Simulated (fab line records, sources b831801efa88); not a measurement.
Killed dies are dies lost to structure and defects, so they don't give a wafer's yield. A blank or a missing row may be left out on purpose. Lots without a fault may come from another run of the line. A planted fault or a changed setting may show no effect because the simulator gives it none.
Which tool did it? | flow gf180mcu | 11 lots, 33 wafers sampled, at 4 steps of a route of 602

WHAT THE GAUGES READ, wafer by wafer
GF_V1_THK_MEAS_03.
lot  | measured     | on            | V1_CVD_02_THK (nm)
L833 | day 17 03:37 | film_metro-02 | 853 851 861
L834 | day 18 04:52 | film_metro-04 | 847 856 841
L839 | day 19 04:59 | film_metro-02 | 838 822 836
L841 | day 19 22:22 | film_metro-01 | 857 871 872
L845 | day 21 10:05 | film_metro-04 | 853 867 859
L847 | day 22 05:08 | film_metro-02 | 934 937 951
L848 | day 22 11:08 | film_metro-04 | 928 933 944
L849 | day 22 20:03 | film_metro-04 | 942 941 949
L853 | day 24 09:04 | film_metro-04 | 830 851 858
L855 | day 24 19:40 | film_metro-02 | 828 842 851
L856 | day 25 03:44 | film_metro-02 | 840 864 866

WHICH TOOL RAN EACH LOT (tool, then ch and the chambers of the sampled wafers, then the start)
lot  | GF_CONTACT_SPUTTER_22        | GF_M1_METAL_ETCH_16               | GF_V1_CVD_02
L833 | pvd_sputter-03, day 16 02:58 | rie_metal-04 ch 0,1, day 17 02:45 | pecvd-04 ch 0,2, day 17 03:33
L834 | pvd_sputter-04, day 17 03:46 | rie_metal-04 ch 0,1, day 18 04:00 | pecvd-01 ch 0,2, day 18 04:48
L839 | pvd_sputter-02, day 18 02:47 | rie_metal-04 ch 0, day 19 04:06   | pecvd-01 ch 0,1,2, day 19 04:54
L841 | pvd_sputter-03, day 18 20:08 | rie_metal-03 ch 0,1, day 19 21:30 | pecvd-04 ch 0,1, day 19 22:17
L845 | pvd_sputter-02, day 20 08:17 | rie_metal-03 ch 0,1, day 21 09:14 | pecvd-02 ch 0,1, day 21 10:01
L847 | pvd_sputter-02, day 21 03:43 | rie_metal-01 ch 0,1, day 22 04:14 | pecvd-04 ch 0,1, day 22 05:04
L848 | pvd_sputter-02, day 21 09:54 | rie_metal-04 ch 0,1, day 22 10:08 | pecvd-04 ch 0,1, day 22 11:03
L849 | pvd_sputter-02, day 21 19:40 | rie_metal-04 ch 0,1, day 22 19:08 | pecvd-04 ch 0,1, day 22 19:58
L853 | pvd_sputter-02, day 23 08:31 | rie_metal-04 ch 0,1, day 24 08:08 | pecvd-01 ch 1,2, day 24 08:57
L855 | pvd_sputter-03, day 23 19:45 | rie_metal-01 ch 0, day 24 18:38   | pecvd-01 ch 1,2, day 24 19:34
L856 | pvd_sputter-03, day 24 02:41 | rie_metal-04 ch 0,1, day 25 02:44 | pecvd-04 ch 0,1,2, day 25 03:40
- GF_CONTACT_SPUTTER_22: material Ti, target thk 15 nm, time 80.02 s.
- GF_M1_METAL_ETCH_16: etches the open film in Cl2/BCl3, stops on SiO2, target depth 750.8 nm, time 125.1 s.
- GF_V1_CVD_02: deposits SiO2 from TEOS, target thk 850 nm, time 94.851 s.

THE ANSWER, worked out from the rows above alone
Rule: what is usual is taken from the lots themselves. Put in order of their means at a reading, lots are off if they are a third of the lots or fewer, leave a main group of 4 or more, and stand apart from it by a gap of 3 or more times the standard deviation of the main group's means; of several such gaps the widest counts. A main group whose means are all the same, to the digits that the tables above print for the reading, isn't used. A lot without any number at a reading at which 4 lots or more have one is off too. The other lots that the step has rows for count as sound.
Off: L847, L848, L849, at GF_V1_THK_MEAS_03 (V1_CVD_02_THK). The main group: mean 851 nm, standard deviation 10.
A tool fits if, at a process step before that reading, it ran every lot that is off, and no sound lot after the first of them. The gauges at GF_V1_THK_MEAS_03 are tried like those tools. None of those tried fits.

WHAT THE SIMULATOR HAD PUT IN
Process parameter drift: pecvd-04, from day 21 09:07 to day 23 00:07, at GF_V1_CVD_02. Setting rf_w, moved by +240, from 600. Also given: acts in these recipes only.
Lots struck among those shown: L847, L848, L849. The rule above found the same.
